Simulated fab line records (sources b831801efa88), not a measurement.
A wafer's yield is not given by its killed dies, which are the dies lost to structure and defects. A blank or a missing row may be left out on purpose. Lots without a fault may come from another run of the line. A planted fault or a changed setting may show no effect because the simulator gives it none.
Comparing a struck lot with a sound one	flow sky130	44 steps out of a route of 708
Sound: the wafers L996.1, L996.5, L996.6. Struck: wafers L998.3, L998.5, L998.6. At the end, the cause is stated.
Per side, at each step with rows, come the tool, then ch with its chambers, and then its first start. Under that, the readings that differ: sound wafers	struck wafers	difference of the means	sigmas: that difference in standard deviations of wafers without a fault.
alike: readings whose means differ by less than 2 such deviations, and words and numbers that are the same on both sides. not compared: withheld readings, readings that some wafer has no value for, bounds like >300 that may hide the same value, and numbers for which the record gives no deviation and whose values overlap.
Wherever a step has rows on one side only, a row that says differs or no value, or a row with sigmas, the two part there. Numbers that have no deviation but don't overlap get no sigmas and don't part them. A reading missing from all wafers of one side parts the sides only when that side holds two or more wafers.

first, 3 steps without rows for these wafers: SKY_LDD_P_EXPOSE_04 (exposes mask PSDM, target cd 380 nm); SKY_LDD_P_PEB_05; SKY_LDD_P_DEVELOP_06 (develop time 60 s).
SKY_LDD_P_CD_MEAS_07 targets a cd of 380 nm.
  sound on cd sem-02 at day 20 12:24; struck on cd sem-01 at day 21 01:52
  alike: cd nm
SKY_LDD_P_OVL_MEAS_08:
  sound on overlay-02 at day 20 12:31; struck on overlay-02 at day 21 01:57
  alike: LDD_P_OVL
following that, these wafers have no rows for 1 step: SKY_LDD_P_IMPLANT_09.
SKY_LDD_P_STRIP_10: strips in O2/N2.
  sound on plasma asher-01 ch 0,1, day 20 12:43; struck on plasma asher-03 ch 0,1, day 21 02:10
  alike: drypump motor current A, n2 flow sccm, oes product au, strip time to endpoint s
  not compared: rf hours counter h
SKY_LDD_P_TW_MEAS_11:
  sound on film metro-01 at day 20 12:49; struck on film metro-04 at day 21 02:15
reading	sound	struck	difference	sigmas
LDD_P_TW	637 637 640	625 625 627	-12	-3
then, 4 steps without rows for these wafers: SKY_LDD_HVN_DEHYDRATE_00 (time 60 s); SKY_LDD_HVN_HMDS_01 (prime time 60 s); SKY_LDD_HVN_COAT_02 (resist thk 300 nm); SKY_LDD_HVN_SOFTBAKE_03 (time 60 s).
SKY_LDD_HVN_EXPOSE_04: exposes mask HVNTM, target cd 700 nm.
  sound on iline stepper-01 ch 0, day 21 03:53; struck on iline stepper-01 ch 0, day 21 17:49
reading	sound	struck	difference	sigmas
mask	HVNTM#0 HVNTM#0 HVNTM#0	LDNTM#0 LDNTM#0 LDNTM#0	differs	
reticle temp C (C)	22.99 23.00 22.94	23.18 23.20 23.26	+0.24	+2
  alike: stage vel mm s
then, 2 steps without rows for these wafers: SKY_LDD_HVN_PEB_05; SKY_LDD_HVN_DEVELOP_06 (develop time 60 s).
SKY_LDD_HVN_OVL_MEAS_07:
  sound on overlay-01 at day 21 19:15; struck on overlay-01 at day 22 08:41
reading	sound	struck	difference	sigmas
LDD_HVN_OVL (nm)	-1.8 -0.9 -1.0	- - -	no value on the struck wafers	
following that, these wafers have no rows for 1 step: SKY_LDD_HVN_IMPLANT_08.
SKY_LDD_HVN_STRIP_09: strips in O2/N2.
  sound on plasma asher-03 ch 0,1, day 21 19:26; struck on plasma asher-04 ch 0,1, day 22 08:53
  alike: drypump motor current A, n2 flow sccm, oes product au, strip time to endpoint s
  not compared: rf hours counter h
SKY_LDD_HVN_TW_MEAS_10:
  sound on film metro-01 at day 21 19:32; struck on film metro-02 at day 22 08:58
reading	sound	struck	difference	sigmas
LDD_HVN_TW	1450 1438 1446	30 30 30	-1415	-99 or more
then, 7 steps without rows for these wafers: SKY_LDD_HVP_DEHYDRATE_00 (time 60 s); SKY_LDD_HVP_HMDS_01 (prime time 60 s); SKY_LDD_HVP_COAT_02 (resist thk 300 nm); SKY_LDD_HVP_SOFTBAKE_03 (time 60 s); SKY_LDD_HVP_EXPOSE_04 (exposes mask HVPTM, target cd 700 nm); SKY_LDD_HVP_PEB_05; SKY_LDD_HVP_DEVELOP_06 (develop time 60 s).
SKY_LDD_HVP_OVL_MEAS_07:
  sound on overlay-01 at day 23 01:56; struck on overlay-01 at day 23 14:53
  alike: LDD_HVP_OVL
following that, these wafers have no rows for 1 step: SKY_LDD_HVP_IMPLANT_08.
SKY_LDD_HVP_STRIP_09: strips in O2/N2.
  sound on plasma asher-04 ch 0,1, day 23 02:07; struck on plasma asher-04 ch 0,1, day 23 15:06
  alike: drypump motor current A, n2 flow sccm, oes product au, strip time to endpoint s
  not compared: rf hours counter h
SKY_LDD_HVP_TW_MEAS_10:
  sound on film metro-04 at day 23 02:13; struck on film metro-02 at day 23 15:11
  alike: LDD_HVP_TW
then, 7 steps without rows for these wafers: SKY_LDD_LDN_DEHYDRATE_00 (time 60 s); SKY_LDD_LDN_HMDS_01 (prime time 60 s); SKY_LDD_LDN_COAT_02 (resist thk 1140 nm); SKY_LDD_LDN_SOFTBAKE_03 (time 60 s); SKY_LDD_LDN_EXPOSE_04 (exposes mask LDNTM, target cd 700 nm); SKY_LDD_LDN_PEB_05; SKY_LDD_LDN_DEVELOP_06 (develop time 59.24 s).
SKY_LDD_LDN_OVL_MEAS_07:
  sound on overlay-01 at day 24 08:08; struck on overlay-02 at day 24 20:25
  alike: LDD_LDN_OVL
then, 4 steps without rows for these wafers: SKY_LDD_LDN_IMPLANT_08; SKY_LDD_LDN_IMPLANT_09; SKY_LDD_LDN_IMPLANT_10; SKY_LDD_LDN_IMPLANT_11.
SKY_LDD_LDN_TW_MEAS_13:
  sound on film metro-04 at day 24 08:52; struck on film metro-04 at day 24 21:10
reading	sound	struck	difference	sigmas
LDD_LDN_TW	1463 1462 1457	1795 1792 1789	+331	+28
-- record jumps: 22 days separate the struck wafers' starts on either side; left off in module LDD_LDN, taken up again in module PAD_OPEN, whose first shown step is the route's number 708 --
SKY_PAD_OPEN_PROBE_99:
  the record has rows for the struck wafers here (prober-01, day 47 03:14) and none for the sound ones

WHERE THEY PART
Last at SKY_PAD_OPEN_PROBE_99 as far as this record goes, first at SKY_LDD_P_TW_MEAS_11.

WHY: what had been put in by the simulator
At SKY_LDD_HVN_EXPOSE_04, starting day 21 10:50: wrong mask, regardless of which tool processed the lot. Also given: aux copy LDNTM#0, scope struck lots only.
